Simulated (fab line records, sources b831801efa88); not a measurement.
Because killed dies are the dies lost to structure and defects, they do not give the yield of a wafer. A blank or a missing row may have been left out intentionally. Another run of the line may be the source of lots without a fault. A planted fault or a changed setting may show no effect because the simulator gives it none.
One fault seen from 2 desks | flow gf180mcu | each desk holds nothing but its own numbers, with what lay behind them at the end

THE TOOL OWNER'S DESK: rtp-anneal-01
The tool's own readings at GF_SALICIDE_RTA_06 (time 30 s): means of the sampled wafers that have a number, for each lot that ran on this tool. Any lot whose mean is over 4 standard deviations away from the usual mean is out of limits and marked OUT; that distance is given in the brackets.
Columns: A = chamber-o2-ppm at GF_SALICIDE_RTA_06, usual 2.005; B = lamp-power-pct at GF_SALICIDE_RTA_06, usual 6.5 %; C = wafer_temp_C_max at GF_SALICIDE_RTA_06, usual 532.7
lot  | first seen here | A                          | B   | C
L539 | day 16 22:38    | 1.993                      | 6.0 | 532.3
L543 | day 18 07:25    | 2.000                      | 6.0 | 533.0
L544 | day 18 19:20    | 2.010                      | 6.0 | 532.9
L559 | day 23 16:31    | 1502.000 (+99 or more) OUT | 6.0 | 533.2
L560 | day 24 01:25    | 1502.000 (+99 or more) OUT | 6.0 | 532.9
This desk's finding: out of limits on L559, L560; first on L559, day 23 16:31 (chamber-o2-ppm at GF_SALICIDE_RTA_06). In limits: L539, L543, L544.

THE METROLOGY DESK
What the gauges read, lot by lot, whatever tool the lot ran on: means of the sampled wafers that have a number. Any lot whose mean is over 4 standard deviations away from the usual mean is out of limits and marked OUT; that distance is given in the brackets.
Columns: A = cd-nm at GF_SAB_CD_MEAS_09, usual 420.3 nm; B = SAB_OVL at GF_SAB_OVL_MEAS_10, usual 0.0 nm; C = SALICIDE_TIN_RS at GF_SALICIDE_RS_MEAS_04, usual 16.38 ohm/sq; D = SALICIDE_TIN_THK at GF_SALICIDE_THK_MEAS_05, usual 19.83 nm
lot  | first seen here | A     | B    | C     | D
L539 | day 16 21:53    | 418.3 | 1.9  | 15.83 | 20.26
L543 | day 18 06:41    | 418.7 | 0.3  | 16.42 | 19.69
L544 | day 18 18:25    | 419.2 | -0.6 | 16.70 | 19.76
L551 | day 21 03:07    | 423.1 | 0.2  | 16.40 | 20.22
L559 | day 23 15:47    | 421.5 | 0.2  | 16.38 | 19.60
L560 | day 24 00:41    | 417.3 | -0.1 | 16.06 | 19.84
Result from this desk: across the 6 lots, nothing is out of limits.

ALL TOGETHER
At day 23 16:31, on L559, L560, the tool owner's desk was in a position to raise an alarm.
From the metrology desk's view, nothing was out of limits.
The metrology desk has L559, L560 on record, within its limits.
GF_SALICIDE_RTA_06 was run on rtp-anneal-01 by each of the lots named.

WHAT THE SIMULATOR PUT IN
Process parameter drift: rtp-anneal-01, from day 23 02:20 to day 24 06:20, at GF_SALICIDE_RTA_06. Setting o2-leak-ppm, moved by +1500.
Lots struck among those shown: L559, L560.
Delay in hours, fault start to first out-of-limits reading, by desk: the tool owner's desk at 14.
